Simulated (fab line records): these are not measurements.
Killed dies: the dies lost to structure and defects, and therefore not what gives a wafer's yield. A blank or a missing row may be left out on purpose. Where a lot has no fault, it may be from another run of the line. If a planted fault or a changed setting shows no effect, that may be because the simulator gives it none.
Which tool did it? | flow sfq_line | 14 lots, 42 wafers sampled, at 4 steps of a route of 325

WHAT THE GAUGES SHOWED, per wafer
SFQ_M0_OVL_MEAS_906. Usual: M0_OVL -2 nm, standard deviation 6.7.
lot  | measured     | on         | M0_OVL (nm) | flag
L441 | day 12 05:56 | overlay-01 | 5 -1 3      |
L442 | day 12 13:08 | overlay-01 | 3 10 -4     |
L443 | day 13 01:08 | overlay-01 | 1 -3 4      |
L444 | day 13 04:43 | overlay-02 | -5 -1 -1    |
L445 | day 13 14:20 | overlay-01 | 5 1 -1      |
L450 | day 15 06:07 | overlay-01 | -1 -1 0     |
L453 | day 16 02:32 | overlay-02 | -1 1 -8     |
L454 | day 16 13:19 | overlay-02 | 3 -3 -4     |
L455 | day 17 05:37 | overlay-02 | -4 -10 -11  |
L456 | day 17 10:25 | overlay-01 | -8 -5 4     |
L460 | day 19 02:04 | overlay-01 | 6 1 -1      |
L462 | day 19 21:08 | overlay-02 | -5 -5 -7    |
L463 | day 20 03:01 | overlay-01 | -3 2 0      |
L464 | day 20 11:24 | overlay-02 | -11 -13 -7  |

SFQ_I4_OVL_MEAS_928. Usual: I4_OVL 0 nm, standard deviation 6.1.
lot  | measured     | on         | I4_OVL (nm) | flag
L441 | day 43 22:41 | overlay-01 | -4 1 -7     |
L442 | day 49 11:32 | overlay-01 | -1 1 0      |
L443 | day 49 12:44 | overlay-01 | 1 7 9       |
L444 | day 49 16:20 | overlay-01 | -10 -7 -16  |
L445 | day 49 19:56 | overlay-01 | 4 -2 -2     |
L450 | day 55 08:44 | overlay-02 | 1 10 2      |
L453 | day 56 01:33 | overlay-02 | 1 -8 -7     |
L454 | day 56 12:20 | overlay-02 | 6 -1 3      |
L455 | day 56 20:44 | overlay-01 | -12 -11 -12 |
L456 | day 57 02:44 | overlay-01 | 2 1 -6      |
L460 | day 58 14:58 | overlay-01 | -6 0 1      |
L462 | day 60 05:18 | overlay-01 | 10 11 6     |
L463 | day 60 15:02 | overlay-02 | -1 0 4      |
L464 | day 60 18:37 | overlay-02 | 3 -3 0      |

WHAT TOOL EACH LOT RAN ON (gives the tool, then ch and the chambers of the sampled wafers, and finally the start)
lot  | SFQ_TRILAYER_M3_STRIP_STRIP_079   | SFQ_TRILAYER_M4_LITHO_EXPOSE_094
L441 | rie_metal-03 ch 0,1, day 36 21:44 | krf_scanner-02 ch 0, day 37 13:21
L442 | rie_metal-03 ch 0,1, day 37 06:00 | krf_scanner-02 ch 0, day 48 08:07
L443 | rie_metal-03 ch 0,1, day 37 08:24 | krf_scanner-02 ch 0, day 48 10:31
L444 | rie_metal-03 ch 0,1, day 37 10:36 | krf_scanner-02 ch 0, day 48 11:19
L445 | rie_metal-01 ch 0,1, day 37 17:04 | krf_scanner-02 ch 0, day 48 17:43
L450 | rie_metal-03 ch 0,1, day 40 10:02 | krf_scanner-02 ch 0, day 50 11:19
L453 | rie_metal-01 ch 0,1, day 41 03:02 | krf_scanner-01 ch 0, day 50 21:14
L454 | rie_metal-02 ch 0,1, day 41 14:50 | krf_scanner-01 ch 0, day 51 06:38
L455 | rie_metal-02 ch 0,1, day 41 23:14 | krf_scanner-01 ch 0, day 51 18:26
L456 | rie_metal-03 ch 0,1, day 42 04:08 | krf_scanner-01 ch 0, day 51 22:14
L460 | rie_metal-01 ch 1, day 43 18:29   | krf_scanner-02 ch 0, day 53 06:17
L462 | rie_metal-01 ch 0, day 48 23:14   | krf_scanner-02 ch 0, day 55 01:38
L463 | rie_metal-03 ch 0,1, day 50 17:57 | krf_scanner-02 ch 0, day 55 17:14
L464 | rie_metal-02 ch 0,1, day 50 21:21 | krf_scanner-02 ch 0, day 56 02:38
- SFQ_TRILAYER_M3_STRIP_STRIP_079: strips in O2.
- SFQ_TRILAYER_M4_LITHO_EXPOSE_094: exposes mask M4, target cd 500 nm.

WHAT THE TOOLS THEMSELVES READ (means of the sampled wafers that have a number; where no wafer has one, the mark that the record gives instead)
SFQ_TRILAYER_M3_STRIP_STRIP_079. Usual: chamber_pressure_mTorr 50.01 mTorr, standard deviation 0.047; drypump_motor_current_A 6.04 A, standard deviation 0.28; oes_product_au 0.995 a.u., standard deviation 0.0074; platen_temp_c 39.99 C, standard deviation 0.13.
lot  | tool         | chamber_pressure_mTorr (mTorr) | drypump_motor_current_A (A) | oes_product_au (a.u.) | platen_temp_c (C) | flag
L441 | rie_metal-03 | 50.02                          | 5.94                        | 0.998                 | 39.97             |
L442 | rie_metal-03 | 50.00                          | 6.12                        | 1.004                 | 40.13             |
L443 | rie_metal-03 | 50.02                          | 6.12                        | 0.998                 | 40.02             |
L444 | rie_metal-03 | 49.95                          | 5.92                        | 1.000                 | 40.08             |
L445 | rie_metal-01 | 50.00                          | 5.76                        | 0.999                 | 40.11             |
L450 | rie_metal-03 | 49.97                          | 6.14                        | 0.992                 | 39.75             |
L453 | rie_metal-01 | 50.04                          | 5.72                        | 1.002                 | 40.16             |
L454 | rie_metal-02 | 50.01                          | 6.31                        | 0.998                 | 40.08             |
L455 | rie_metal-02 | 50.02                          | 6.27                        | 0.993                 | 39.94             |
L456 | rie_metal-03 | 49.98                          | 6.13                        | 0.999                 | 39.97             |
L460 | rie_metal-01 | 50.01                          | 5.81                        | 0.995                 | 39.86             |
L462 | rie_metal-01 | 50.01                          | 5.70                        | 1.006                 | 39.92             |
L463 | rie_metal-03 | 49.96                          | 5.93                        | 0.994                 | 39.96             |
L464 | rie_metal-02 | 49.99                          | 6.32                        | 0.991                 | 40.00             |

SFQ_TRILAYER_M4_LITHO_EXPOSE_094. Usual: exposure_dose_mJ_cm2 14.402, standard deviation 0.015.
lot  | tool           | exposure_dose_mJ_cm2 | flag
L441 | krf_scanner-02 | 14.405               |
L442 | krf_scanner-02 | 14.420               |
L443 | krf_scanner-02 | 14.400               |
L444 | krf_scanner-02 | 14.397               |
L445 | krf_scanner-02 | 14.402               |
L450 | krf_scanner-02 | 14.402               |
L453 | krf_scanner-01 | 15.017               | OFF
L454 | krf_scanner-01 | 15.036               | OFF
L455 | krf_scanner-01 | 15.049               | OFF
L456 | krf_scanner-01 | 15.044               | OFF
L460 | krf_scanner-02 | 14.415               |
L462 | krf_scanner-02 | 14.402               |
L463 | krf_scanner-02 | 14.405               |
L464 | krf_scanner-02 | 14.391               |

THE ANSWER, worked out from the rows above alone
Rule: take the mean of a lot's wafers that have a number; if it is more than 3 standard deviations from the usual mean, the lot is off. A lot without any number at a reading at which 4 lots or more have one is off too. The other lots that the step has rows for count as sound. The gauges are gone through in route order, then the tools' own readings, and for those a lot's mean is taken as printed above. At the first step where some lot is off, the reading lying furthest off is the one used; lots without a number count as furthest.
Off, at SFQ_TRILAYER_M4_LITHO_EXPOSE_094 on exposure_dose_mJ_cm2: L453, L454, L455, L456.
If a tool, at that step or one of the process steps before it, ran each lot that is off and ran no sound lot following the first of them, it fits. One fits: SFQ_TRILAYER_M4_LITHO_EXPOSE_094 on krf_scanner-01. It ran no sound lot before its first lot that is off in this sample, so the start can't be narrowed down.
On the lots that are off, the tool's own readings at SFQ_TRILAYER_M4_LITHO_EXPOSE_094 differ by more than 5 times the standard deviation of the sound lots' means, which bears it out; exposure_dose_mJ_cm2 reads 15.037 there versus 14.404 on the sound lots.

WHAT THE SIMULATOR HAD INSERTED
Drift in process parameters on krf_scanner-01 at SFQ_TRILAYER_M4_LITHO_EXPOSE_094, starting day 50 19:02. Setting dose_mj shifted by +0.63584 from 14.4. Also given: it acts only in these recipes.
Shown lots that were struck: L453, L454, L455, L456. The rule given above showed the same thing.
